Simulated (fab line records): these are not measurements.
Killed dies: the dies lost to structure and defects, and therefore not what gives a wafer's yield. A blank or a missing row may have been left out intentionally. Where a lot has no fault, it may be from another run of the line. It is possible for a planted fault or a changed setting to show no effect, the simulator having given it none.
Check for tools in common | flow gf180mcu | Lots sampled 11, wafers sampled 33

## WHY IT WAS OPENED
2 of 11 lots carry a flag on the reading VT_IMPLANT_3_TW at GF_VT_IMPLANT_TW_MEAS_32. Fault-free wafers read 269.7, with a standard deviation of 1.9.
Rule: a lot is flagged when every wafer of it that has a number lies more than 4 standard deviations from that mean, or none has a number. The rest of the lots are taken to be sound.

lot  | measured     | on            | VT_IMPLANT_3_TW, wafer by wafer | flag
L242 | day 7 02:58  | film_metro-04 | 268.2 268.4 268.0               |
L243 | day 7 07:59  | film_metro-03 | 272.1 271.7 273.1               |
L244 | day 7 14:17  | film_metro-03 | 272.4 271.7 272.5               |
L247 | day 8 07:23  | film_metro-01 | 270.3 268.9 268.6               |
L250 | day 9 06:35  | film_metro-04 | 267.7 267.7 267.8               |
L251 | day 9 14:20  | film_metro-01 | 30.1 30.1 30.2                  | FLAGGED
L252 | day 9 18:58  | film_metro-03 | 30.3 30.2 30.4                  | FLAGGED
L253 | day 10 01:17 | film_metro-04 | 267.7 266.9 267.2               |
L258 | day 11 09:47 | film_metro-01 | 271.0 272.7 271.9               |
L260 | day 12 05:41 | film_metro-04 | 266.3 266.9 267.8               |
L262 | day 12 12:53 | film_metro-03 | 272.9 273.0 272.9               |
Flagged lots average 30.2: -239.5 relative to the usual, that is -99 or more standard deviations.

## TOOL THAT RAN EACH LOT
2 process steps preceding the reading are held in the record, out of 602 steps in the route. In each cell: the tool, then ch and the chambers that the sampled wafers went through, then the start.
lot  | flag    | GF_VT_IMPLANT_STRIP_20               | GF_VT_IMPLANT_STRIP_31
L242 |         | plasma_asher-04 ch 0,1, day 6 11:52  | plasma_asher-04 ch 0,1, day 7 02:53
L243 |         | plasma_asher-03 ch 0,1, day 6 17:17  | plasma_asher-03 ch 0,1, day 7 07:53
L244 |         | plasma_asher-03 ch 0,1, day 6 22:31  | plasma_asher-04 ch 0,1, day 7 14:11
L247 |         | plasma_asher-03 ch 0,1, day 7 15:01  | plasma_asher-04 ch 0,1, day 8 07:17
L250 |         | plasma_asher-04 ch 0,1, day 8 14:05  | plasma_asher-04 ch 0,1, day 9 06:29
L251 | FLAGGED | plasma_asher-04 ch 0,1, day 8 22:07  | plasma_asher-02 ch 0, day 9 14:14
L252 | FLAGGED | plasma_asher-03 ch 0,1, day 9 02:17  | plasma_asher-03 ch 0,1, day 9 18:53
L253 |         | plasma_asher-04 ch 1, day 9 08:17    | plasma_asher-03 ch 0,1, day 10 01:11
L258 |         | plasma_asher-04 ch 0,1, day 10 15:11 | plasma_asher-02 ch 0, day 11 09:41
L260 |         | plasma_asher-02 ch 0,1, day 11 10:19 | plasma_asher-04 ch 0,1, day 12 05:36
L262 |         | plasma_asher-02 ch 0,1, day 11 17:14 | plasma_asher-03 ch 0,1, day 12 12:47
These steps, and what they do:
- GF_VT_IMPLANT_STRIP_20: strips in O2/N2.
- GF_VT_IMPLANT_STRIP_31: strips in O2/N2.
- GF_VT_IMPLANT_TW_MEAS_32

## FLAGGED OVER TOTAL, TOOL BY TOOL (the gauges that took the reading come last)
step                     | tool            | lots run | flagged | share of the flagged lots | sound lots run after its first flagged lot
GF_VT_IMPLANT_STRIP_20   | plasma_asher-02 | 2        | 0       | none                      | -
GF_VT_IMPLANT_STRIP_20   | plasma_asher-03 | 4        | 1       | some                      | 0
GF_VT_IMPLANT_STRIP_20   | plasma_asher-04 | 5        | 1       | some                      | 2 (L253,L258)
GF_VT_IMPLANT_STRIP_31   | plasma_asher-02 | 2        | 1       | some                      | 1 (L258)
GF_VT_IMPLANT_STRIP_31   | plasma_asher-03 | 4        | 1       | some                      | 2 (L253,L262)
GF_VT_IMPLANT_STRIP_31   | plasma_asher-04 | 5        | 0       | none                      | -
GF_VT_IMPLANT_TW_MEAS_32 | film_metro-01   | 3        | 1       | some                      | 1 (L258)
GF_VT_IMPLANT_TW_MEAS_32 | film_metro-03   | 4        | 1       | some                      | 1 (L262)
GF_VT_IMPLANT_TW_MEAS_32 | film_metro-04   | 4        | 0       | none                      | -

## WHAT IS ALLOWED BY THE TABLE
No row of the table ran every flagged lot.

## WHAT THE SIMULATOR PUT IN
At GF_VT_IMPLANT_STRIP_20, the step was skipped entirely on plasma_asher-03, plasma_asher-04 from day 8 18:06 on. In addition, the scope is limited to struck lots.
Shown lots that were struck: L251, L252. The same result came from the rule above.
